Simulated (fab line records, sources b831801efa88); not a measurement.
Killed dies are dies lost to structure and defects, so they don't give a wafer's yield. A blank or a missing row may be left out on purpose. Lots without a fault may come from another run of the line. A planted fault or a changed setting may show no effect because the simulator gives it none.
Problem report in the 8D (eight disciplines) form, filled by code | flow gf180mcu | the parts of the form that need people (team, actions taken, sign-off) are left out

1. THE PROBLEM
V1_W_RS at GF_V1_RS_MEAS_24 reads a mean of 0.314 ohm/sq on 3 wafers of 2 lots; wafers without a fault read 0.328 ohm/sq with a standard deviation of 0.0032. That is -4.5 standard deviations from the usual mean.
The step: measures by four-point-probe.
First seen on wafer L908.1, day 23 00:29, on film_metro-04. The record holds 33 wafers of 11 lots with a number at this step. Rule for "out", or "out of limits": more than 4 standard deviations from the usual mean. The other wafers with a number count as sound.

2. WHAT IT IS AND WHAT IT IS NOT
question                    | is                           | is not
which readings at this step | V1_W_RS                      | -
which lots                  | L908, L909                   | L897, L898, L899, L903, L904, L905, L915, L917, L918
which wafers of those lots  | L908.1, L908.6, L909.2       | L908.5, L909.1, L909.4
read on which gauges        | film_metro-02, film_metro-04 | film_metro-01
when                        | from day 23 00:29            | up to then (19 sound wafers); but 11 sound wafers of L909, L915, L917, L918 came after

3. SUSPECTS, AND WHAT RULES EACH OUT
Counting: a tool at a process step up to the reading stays a suspect if it ran every lot that is out. Sound lots after the first of them don't rule it out here, since some wafers of a struck lot are sound.
- the gauge at GF_V1_RS_MEAS_24: ruled out. The wafers that are out were read on 2 gauges (film_metro-02, film_metro-04).
- rie_diel-01 at GF_CONTACT_ETCH_16 (etches BARC in N2/H2): kept. It ran every lot that is out, first L908 (day 20 22:13); its last sound lot up to then is L905 (day 19 21:40).
- cvd_w-01 at GF_V1_CVD_23 (deposits W, target thk 350 nm, time 105.05 s): kept. It ran every lot that is out, first L908 (day 23 00:22); its last sound lot up to then is L903 (day 21 12:22). Its own readings are out on those wafers: chamber_pressure_Torr.
- Within cvd_w-01 at GF_V1_CVD_23: the wafers that are out ran in chamber 0; their sound lot-mates ran in chamber 1.
Left after counting: rie_diel-01 at GF_CONTACT_ETCH_16, cvd_w-01 at GF_V1_CVD_23.

4. THE CAUSE (what the simulator had put in)
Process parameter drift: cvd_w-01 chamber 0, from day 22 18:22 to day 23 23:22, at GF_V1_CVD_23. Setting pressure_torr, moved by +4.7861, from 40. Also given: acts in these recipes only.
Counting left 2 suspects, and this tool is among them.

5. THE CHAIN OF EFFECTS, in route order
Each row: a reading whose mean over the struck wafers that have a number lies more than 3 standard deviations from the usual. Only readings for which the record gives a usual standard deviation are gone through. hours: the time from each lot's start at the first step in this table that gives one to its start at this step, as a median over the lots. sigmas: the change in usual standard deviations.
hours | step              | reading               | usual        | on struck wafers | change | sigmas
0     | GF_V1_CVD_23      | chamber_pressure_Torr | 40.00 Torr   | 44.80            | +4.80  | +57
0     | GF_V1_RS_MEAS_24  | V1_W_RS               | 0.328 ohm/sq | 0.314            | -0.014 | -4.5
0     | GF_V1_THK_MEAS_25 | V1_W_THK              | 344 nm       | 361              | +17    | +4.8
The process steps in it:
- GF_V1_CVD_23: deposits W, target thk 350 nm, time 105.05 s.

6. WHAT WOULD HAVE CAUGHT IT SOONER
In this record the first reading out of limits at a measuring or inspecting step was taken at day 23 00:29, 6 hours after the fault began at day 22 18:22.
The tool's own readings at GF_V1_CVD_23 were out on every struck wafer that the step has a row for (chamber_pressure_Torr): an alarm limit on them would have fired on the first of those.
Of the lots that are out (2), L909 began GF_V1_CVD_23 on cvd_w-01 after day 23 00:29. A hold on the tool at that time would have spared it.
